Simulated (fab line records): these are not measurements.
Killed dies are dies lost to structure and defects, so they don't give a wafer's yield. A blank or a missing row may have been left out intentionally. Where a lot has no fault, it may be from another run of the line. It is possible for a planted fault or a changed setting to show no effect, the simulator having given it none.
Matching of chambers ; flow gf180mcu ; GF_PASSIVATION_CVD_02 on pecvd-02: 3 sister chambers
The step deposits Si3N4, target thk 700 nm, time 486.18 s. 14 wafers are shown with their chamber, then 7 later ones without.

EACH WAFER AND ITS CHAMBER
wafer;chamber;heater power w (W);run length s (s)
L753.3;2;685;513.3
L753.5;1;599;515.0
L753.6;0;836;514.6
L754.2;1;595;514.9
L754.3;2;662;513.4
L754.4;1;617;515.1
L758.1;0;824;514.7
L758.3;2;743;513.6
L758.4;2;781;513.9
L759.1;2;661;513.8
L759.3;0;833;515.4
L759.4;2;715;513.2
L767.2;1;619;514.9
L767.3;0;823;514.8

SIGNATURES, as means of the wafers listed above
reading;chamber 0;chamber 1;chamber 2;scatter within a chamber
heater power w;829.00;607.50;707.83;33.1
run length s;514.875;514.975;513.533;0.271
Rule: a wafer lies at a distance from a chamber equal to the root of the sum of squares, over the readings, of (its reading less the chamber's mean, divided by the reading's scatter). If the next closest chamber is less than 2 further off than the closest, the wafer can't be placed; otherwise it belongs to the closest. The scatter: the root of (the sum of the squares of (reading less its chamber's mean) over the shown wafers, divided by (wafers less chambers)).

WAFERS WITHOUT THEIR CHAMBER
wafer;heater power w (W);run length s (s)
L768.2;562;516.1
L768.6;595;515.1
L769.4;794;514.9
L769.6;609;514.0
L770.1;536;515.5
L770.2;813;515.8
L770.4;632;513.9

THE CHAMBER EACH PASSED THROUGH
wafer;from the rows above;in truth
L768.2;1;1
L768.6;1;1
L769.4;0;0
L769.6;can't be placed: 2 or 1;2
L770.1;1;1
L770.2;0;0
L770.4;can't be placed: 2 or 1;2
5 of 7 placed correctly. These rows do not allow placing 2 (true chamber among the candidates in 2). Wrongly placed: 0.
